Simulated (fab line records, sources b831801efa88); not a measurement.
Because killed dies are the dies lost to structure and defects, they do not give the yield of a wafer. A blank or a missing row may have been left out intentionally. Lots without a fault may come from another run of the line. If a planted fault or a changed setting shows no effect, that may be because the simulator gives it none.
fab line records ; flow sky130
[record] lots = 14; wafers = 40; lastDay = 50
route steps=708 shown SONOS_TUNNEL@160 SONOS_ONO@181 PAD_OPEN@708
lots that met no fault: from a run of the same line without faults
startH: start of the lot's first displayed wafer, in hours after the record's first day ; waitH: how many hours have passed since the lot's step before this one ; " as in the row above ; L1.1+2: a single row standing in for several wafers ; - no value present, or no start provided ; * or withheld: withheld ; < > ~ a bound
route shown NAME@n: a module of which the file shows steps, and the number in the route of the first ; usual: the fault-free wafers' mean and standard deviation ; same: alike in all rows ; chamber/n: place in a boat ; sites: each site's reading ; _std_site: standard deviation across them ; _edge_site: outer sites' mean less inner sites' ; radiusMm: for every site, how far away it sits from the centre of the wafer ; mask NAME#n: copy n ; behind: tool/chamber where the wafer was last shaped ; hold: why the lot was held/for how many hours/how that ended ; device: transistor that didn't switch, given as n, p or np ; end of line: the tests these same wafers got at the end of their route ; where a step has no rows: the recipe by itself ; killed: at the first sort, the dies lost to defects and structure; wafer yield is something else ; map: shows each die of a wafer: x if killed, . if not, _ if none is there
set.NAME: the setting as run; set.NAME@STEP: as run at that earlier step ; model.NAME: the simulator's own value behind a step, which no gauge read
the route's steps for a sample of lots (tables are steps, rows are wafers)
[[steps]]
[step SKY_SONOS_TUNNEL_DEVELOP_06]
[recipe] resist = NOVOLAK; developer = TMAH; developTimeS = 60; devTempC = 23
[usual] chillPlateTempC = 23.01/0.1
lot.wafer;tool;chamber;startH;waitH;chillPlateTempC
L711.1;lithoTrack-01;0;244.71;0.1;22.95
L711.3;lithoTrack-01;0;244.71;0.1;23.07
L711.6;lithoTrack-01;0;244.71;0.1;22.97
L712.1;lithoTrack-04;0;250.76;0.1;23.08
L712.3;lithoTrack-04;0;250.76;0.1;22.86
L712.5;lithoTrack-04;0;250.76;0.1;22.81
L714.1;lithoTrack-01;0;269.01;0.1;22.84
L714.4;lithoTrack-01;0;269.01;0.1;23.03
L714.5;lithoTrack-01;0;269.01;0.1;22.96
L715.1;lithoTrack-04;0;272.56;0.1;22.99
L715.2;lithoTrack-04;0;272.56;0.1;23.07
L715.5;lithoTrack-04;0;272.56;0.1;23.04
L716.1;lithoTrack-04;0;281.36;0.1;22.97
L716.3;lithoTrack-04;0;281.36;0.1;22.92
L716.6;lithoTrack-04;0;281.36;0.1;22.91
L717.2;lithoTrack-04;0;295.63;0.1;23.14
L717.3;lithoTrack-04;0;295.63;0.1;23.04
L717.4;lithoTrack-04;0;295.63;0.1;23.08
L718.2;lithoTrack-02;0;299.85;0.1;23.02
L718.5;lithoTrack-02;0;299.85;0.1;22.94
L718.6;lithoTrack-02;0;299.85;0.1;23.12
L719.2;lithoTrack-01;0;320.73;0.1;23.17
L719.3;lithoTrack-01;0;320.73;0.1;23.18
L719.4;lithoTrack-01;0;320.73;0.1;23.09
L720.4;lithoTrack-02;0;342.35;0.1;23.07
L720.5;lithoTrack-02;0;342.35;0.1;23.12
L720.6;lithoTrack-02;0;342.35;0.1;22.96
L721.1;lithoTrack-04;0;342.91;0.1;22.87
L721.2;lithoTrack-04;0;342.91;0.1;22.80
L721.5;lithoTrack-04;0;342.91;0.1;23.08
L723.3;lithoTrack-01;0;358.81;0.1;23.26
L723.4;lithoTrack-01;0;358.81;0.1;23.12
L723.5;lithoTrack-01;0;358.81;0.1;23.25
L729.3;lithoTrack-04;0;385.71;0.1;23.00
L729.5;lithoTrack-04;0;385.71;0.1;23.12
L730.3;lithoTrack-04;0;401.26;0.1;22.98
L730.6;lithoTrack-04;0;401.26;0.1;22.94
L733.1;lithoTrack-02;0;425.62;0.1;23.01
L733.3;lithoTrack-02;0;425.62;0.1;22.98
L733.5;lithoTrack-02;0;425.62;0.1;22.95
[step SKY_SONOS_TUNNEL_CD_MEAS_07]
[recipe] targetCdNm = 410
[usual] cdNm = 409.6/2.4
lot.wafer;tool;chamber;startH;waitH;cdNm
L711.1;cdSem-01;-;244.86;0.1;410.6
L711.3;cdSem-01;-;244.86;0.1;411.1
L711.6;cdSem-01;-;244.86;0.1;408.5
L712.1;cdSem-02;-;250.91;0.1;410.6
L712.3;cdSem-02;-;250.91;0.1;414.5
L712.5;cdSem-02;-;250.91;0.1;411.8
L714.1;cdSem-01;-;269.16;0.1;406.6
L714.4;cdSem-01;-;269.16;0.1;406.2
L714.5;cdSem-01;-;269.16;0.1;407.6
L715.1;cdSem-02;-;272.71;0.1;411.2
L715.2;cdSem-02;-;272.71;0.1;412.8
L715.5;cdSem-02;-;272.71;0.1;412.4
L716.1;cdSem-01;-;281.51;0.1;407.6
L716.3;cdSem-01;-;281.51;0.1;407.1
L716.6;cdSem-01;-;281.51;0.1;405.3
L717.2;cdSem-01;-;295.78;0.1;408.7
L717.3;cdSem-01;-;295.78;0.1;409.8
L717.4;cdSem-01;-;295.78;0.1;410.2
L718.2;cdSem-02;-;299.99;0.1;411.1
L718.5;cdSem-02;-;299.99;0.1;411.7
L718.6;cdSem-02;-;299.99;0.1;408.1
L719.2;cdSem-01;-;320.88;0.1;408.1
L719.3;cdSem-01;-;320.88;0.1;407.9
L719.4;cdSem-01;-;320.88;0.1;409.1
L720.4;cdSem-02;-;342.48;0.1;411.0
L720.5;cdSem-02;-;342.48;0.1;409.8
L720.6;cdSem-02;-;342.48;0.1;408.6
L721.1;cdSem-02;-;343.06;0.1;409.6
L721.2;cdSem-02;-;343.06;0.1;409.5
L721.5;cdSem-02;-;343.06;0.1;411.6
L723.3;cdSem-01;-;358.95;0.1;406.4
L723.4;cdSem-01;-;358.95;0.1;404.5
L723.5;cdSem-01;-;358.95;0.1;404.8
L729.3;cdSem-02;-;385.85;0.1;408.4
L729.5;cdSem-02;-;385.85;0.1;418.1
L730.3;cdSem-01;-;401.40;0.1;411.1
L730.6;cdSem-01;-;401.40;0.1;421.1
L733.1;cdSem-02;-;425.77;0.1;406.1
L733.3;cdSem-02;-;425.77;0.1;404.8
L733.5;cdSem-02;-;425.77;0.1;405.4
[step SKY_SONOS_TUNNEL_TW_MEAS_12]
[usual] SONOS_TUNNEL_TW = 199.1/0.76
lot.wafer;tool;chamber;startH;waitH;SONOS_TUNNEL_TW
L711.1;filmMetro-03;-;245.43;0.0;200.2
L711.3;filmMetro-03;-;245.43;0.0;199.9
L711.6;filmMetro-03;-;245.43;0.0;199.0
L712.1;filmMetro-03;-;251.49;0.0;200.0
L712.3;filmMetro-03;-;251.49;0.0;199.7
L712.5;filmMetro-03;-;251.49;0.0;199.7
L714.1;filmMetro-04;-;269.72;0.0;199.0
L714.4;filmMetro-04;-;269.72;0.0;197.5
L714.5;filmMetro-04;-;269.72;0.0;199.1
L715.1;filmMetro-03;-;273.45;0.0;199.8
L715.2;filmMetro-03;-;273.45;0.0;199.7
L715.5;filmMetro-03;-;273.45;0.0;200.2
L716.1;filmMetro-03;-;282.09;0.0;198.7
L716.3;filmMetro-03;-;282.09;0.0;198.8
L716.6;filmMetro-03;-;282.09;0.0;198.2
L717.2;filmMetro-03;-;296.33;0.0;199.5
L717.3;filmMetro-03;-;296.33;0.0;199.2
L717.4;filmMetro-03;-;296.33;0.0;199.5
L718.2;filmMetro-01;-;300.55;0.0;199.3
L718.5;filmMetro-01;-;300.55;0.0;198.8
L718.6;filmMetro-01;-;300.55;0.0;200.1
L719.2;filmMetro-01;-;321.43;0.0;198.5
L719.3;filmMetro-01;-;321.43;0.0;199.2
L719.4;filmMetro-01;-;321.43;0.0;199.5
L720.4;filmMetro-03;-;343.02;0.0;199.2
L720.5;filmMetro-03;-;343.02;0.0;200.3
L720.6;filmMetro-03;-;343.02;0.0;199.5
L721.1;filmMetro-04;-;343.62;0.0;199.0
L721.2;filmMetro-04;-;343.62;0.0;197.7
L721.5;filmMetro-04;-;343.62;0.0;198.7
L723.3;filmMetro-04;-;359.49;0.0;199.1
L723.4;filmMetro-04;-;359.49;0.0;198.8
L723.5;filmMetro-04;-;359.49;0.0;198.6
L729.3;filmMetro-04;-;386.39;0.0;199.9
L729.5;filmMetro-04;-;386.39;0.0;199.5
L730.3;filmMetro-04;-;401.96;0.0;198.7
L730.6;filmMetro-04;-;401.96;0.0;197.8
L733.1;filmMetro-04;-;426.35;0.0;197.6
L733.3;filmMetro-04;-;426.35;0.0;198.8
L733.5;filmMetro-04;-;426.35;0.0;198.8
[step SKY_SONOS_ONO_CD_MEAS_13]
[recipe] targetCdNm = 410
[usual] cdNm = 410.0/2.2
lot.wafer;tool;chamber;startH;waitH;cdNm
L711.1;cdSem-01;-;274.66;0.1;410.3
L711.3;cdSem-01;-;274.66;0.1;409.6
L711.6;cdSem-01;-;274.66;0.1;411.1
L712.1;cdSem-01;-;279.76;0.1;413.8
L712.3;cdSem-01;-;279.76;0.1;413.4
L712.5;cdSem-01;-;279.76;0.1;412.3
L714.1;cdSem-02;-;299.46;0.1;410.6
L714.4;cdSem-02;-;299.46;0.1;411.9
L714.5;cdSem-02;-;299.46;0.1;409.9
L715.1;cdSem-01;-;303.26;0.1;411.3
L715.2;cdSem-01;-;303.26;0.1;413.1
L715.5;cdSem-01;-;303.26;0.1;414.5
L716.1;cdSem-02;-;312.81;0.1;407.3
L716.3;cdSem-02;-;312.81;0.1;408.5
L716.6;cdSem-02;-;312.81;0.1;406.3
L717.2;cdSem-02;-;327.38;0.1;410.6
L717.3;cdSem-02;-;327.38;0.1;409.1
L717.4;cdSem-02;-;327.38;0.1;412.0
L718.2;cdSem-02;-;333.87;0.1;407.0
L718.5;cdSem-02;-;333.87;0.1;406.1
L718.6;cdSem-02;-;333.87;0.1;407.2
L719.2;cdSem-01;-;353.17;0.1;411.3
L719.3;cdSem-01;-;353.17;0.1;411.1
L719.4;cdSem-01;-;353.17;0.1;410.6
L721.1;cdSem-01;-;376.31;0.1;408.4
L721.2;cdSem-01;-;376.31;0.1;410.2
L721.5;cdSem-01;-;376.31;0.1;408.6
L720.4;cdSem-02;-;377.01;0.1;408.1
L720.5;cdSem-02;-;377.01;0.1;409.0
L720.6;cdSem-02;-;377.01;0.1;409.0
L723.3;cdSem-02;-;395.44;0.1;412.7
L723.4;cdSem-02;-;395.44;0.1;414.1
L723.5;cdSem-02;-;395.44;0.1;412.4
L729.3;cdSem-01;-;421.70;0.1;414.0
L729.5;cdSem-01;-;421.70;0.1;412.0
L730.3;cdSem-02;-;454.09;0.1;410.6
L730.6;cdSem-02;-;454.09;0.1;410.9
L733.1;cdSem-02;-;464.41;0.1;406.9
L733.3;cdSem-02;-;464.41;0.1;407.7
L733.5;cdSem-02;-;464.41;0.1;407.9
[step SKY_SONOS_ONO_OVL_MEAS_14]
[usual] SONOS_ONO_OVL = 0.9/1.6
lot.wafer;tool;chamber;startH;waitH;SONOS_ONO_OVL[nm]
L711.1;overlay-02;-;274.78;0.1;-1.3
L711.3;overlay-02;-;274.78;0.1;-0.7
L711.6;overlay-02;-;274.78;0.1;0.1
L712.1;overlay-01;-;279.88;0.1;2.9
L712.3;overlay-01;-;279.88;0.1;1.4
L712.5;overlay-01;-;279.88;0.1;0.6
L714.1;overlay-02;-;299.58;0.1;0.7
L714.4;overlay-02;-;299.58;0.1;0.2
L714.5;overlay-02;-;299.58;0.1;2.8
L715.1;overlay-01;-;303.38;0.1;-0.7
L715.2;overlay-01;-;303.38;0.1;-0.1
L715.5;overlay-01;-;303.38;0.1;-1.6
L716.1;overlay-02;-;312.93;0.1;1.1
L716.3;overlay-02;-;312.93;0.1;0.2
L716.6;overlay-02;-;312.93;0.1;-0.1
L717.2;overlay-01;-;327.48;0.1;1.3
L717.3;overlay-01;-;327.48;0.1;-0.4
L717.4;overlay-01;-;327.48;0.1;1.2
L718.2;overlay-02;-;333.97;0.1;-0.3
L718.5;overlay-02;-;333.97;0.1;-0.4
L718.6;overlay-02;-;333.97;0.1;-1.7
L719.2;overlay-02;-;353.27;0.1;-1.1
L719.3;overlay-02;-;353.27;0.1;-1.4
L719.4;overlay-02;-;353.27;0.1;-0.9
L721.1;overlay-02;-;376.43;0.1;4.5
L721.2;overlay-02;-;376.43;0.1;3.9
L721.5;overlay-02;-;376.43;0.1;3.6
L720.4;overlay-01;-;377.09;0.1;-2.6
L720.5;overlay-01;-;377.09;0.1;-0.2
L720.6;overlay-01;-;377.09;0.1;-0.1
L723.3;overlay-02;-;395.53;0.1;1.4
L723.4;overlay-02;-;395.53;0.1;1.8
L723.5;overlay-02;-;395.53;0.1;0.8
L729.3;overlay-02;-;421.79;0.1;1.6
L729.5;overlay-02;-;421.79;0.1;3.3
L730.3;overlay-02;-;454.18;0.1;0.5
L730.6;overlay-02;-;454.18;0.1;0.8
L733.1;overlay-01;-;464.53;0.1;-1.5
L733.3;overlay-01;-;464.53;0.1;-0.3
L733.5;overlay-01;-;464.53;0.1;-2.2
[step SKY_PAD_OPEN_PROBE_99]
[usual] killed_at_M0_to_M3 = 43/7.8; killed_at_M4_up = 3.2/1.7; killedAtContacts = 24/5.2; killedAtFrontEnd = 15/4.5; killedAtOther = 0.4/0.65; killedDies = 87/9.1; killedOpen = 47/7.3; killedShort = 40/6.5
[same] grossDies = 492; killedAtBackSide = 0
lot.wafer;tool;chamber;startH;waitH;killed_at_M0_to_M3;killed_at_M4_up;killedAtContacts;killedAtFrontEnd;killedAtOther;killedDies;killedOpen;killedShort
L719.2;prober-01;-;1130.12;0.1;43;5;28;14;1;91;48;42
L719.3;prober-01;-;1130.17;0.2;43;4;26;21;1;95;53;41
L719.4;prober-01;-;1130.22;0.2;49;5;17;19;0;90;41;49
L723.3;prober-01;-;1156.77;0.2;34;3;23;12;0;72;38;34
L723.4;prober-01;-;1156.82;0.2;40;1;33;18;0;92;45;46
L723.5;prober-01;-;1156.87;0.2;35;3;21;14;0;73;41;32
// killed by level:class
L719.2 CONTACT:geometricParticle:open=14 VIA1:geometricParticle:open=8 VIA2:geometricParticle:open=7 VIA1:geometricParticle:short=6 FIELD_ISO:geometricParticle:open=5 METAL1:geometricParticle:short=5 CONTACT:geometricParticle:short=5 FIELD_ISO:geometricParticle:short=4
L719.3 CONTACT:geometricParticle:open=11 METAL2:geometricParticle:short=7 VIA1:geometricParticle:open=7 VIA3:geometricParticle:open=7 LI_CONTACT:geometricParticle:open=6 FIELD_ISO:geometricParticle:open=5 POLY_GATE:geometricParticle:open=5 METAL1:geometricParticle:short=5
L719.4 VIA1:geometricParticle:open=9 METAL1:geometricParticle:short=7 FIELD_ISO:geometricParticle:short=6 VIA1:geometricParticle:short=6 METAL2:geometricParticle:short=6 VIA3:geometricParticle:open=6 CONTACT:geometricParticle:short=5 CONTACT:geometricParticle:open=5
L723.3 LI_CONTACT:geometricParticle:open=9 POLY_GATE:geometricParticle:open=6 VIA3:geometricParticle:open=6 VIA1:geometricParticle:open=6 LOCAL_INTERCONNECT:geometricParticle:short=5 CONTACT:geometricParticle:open=5 METAL1:geometricParticle:short=5 METAL2:geometricParticle:short=4
L723.4 CONTACT:geometricParticle:short=12 CONTACT:geometricParticle:open=9 VIA1:geometricParticle:open=9 POLY_GATE:geometricParticle:open=5 VIA1:geometricParticle:short=5 METAL2:geometricParticle:short=5 VIA3:geometricParticle:open=5 FIELD_ISO:geometricParticle:short=4
L723.5 CONTACT:geometricParticle:open=9 LI_CONTACT:geometricParticle:open=7 VIA1:geometricParticle:open=6 VIA3:geometricParticle:open=6 FIELD_ISO:geometricParticle:short=4 VIA2:geometricParticle:open=4 POLY_GATE:geometricParticle:open=3 CONTACT:geometricParticle:short=3
[[key]]
[firstSign] step = SKY_SONOS_TUNNEL_CD_MEAS_07; reading = cdNm; direction = up; sigmas = 4.1; usual = 409.6; struck = 419.6
effect none on later readings
metAt SKY_SONOS_TUNNEL_DEVELOP_06
struckLots L729,L730
struckWafers L729.5,L730.6
testerLeftOut L729,L730
notActingAt SKY_SONOS_TUNNEL_TW_MEAS_12,SKY_SONOS_ONO_CD_MEAS_13,SKY_SONOS_ONO_OVL_MEAS_14
onsetBetween 342.91 385.71
[fault] kind = processParameterDrift; tool = lithoTrack-04; chamber = -; onsetH = 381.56; steps = SKY_SONOS_TUNNEL_DEVELOP_06; channel = developTimeS; offset = *; shape = step; endH = 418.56; scope = struckWafersOnly; actsIn = *; stated = *
// testerLeftOut: of these lots the tester's yield and bins aren't shown, on N5 and GAA mostly nor the transistor test; their killed dies are dies lost to structure and defects alone, not to doping, threshold or leakage, so they don't give the yield
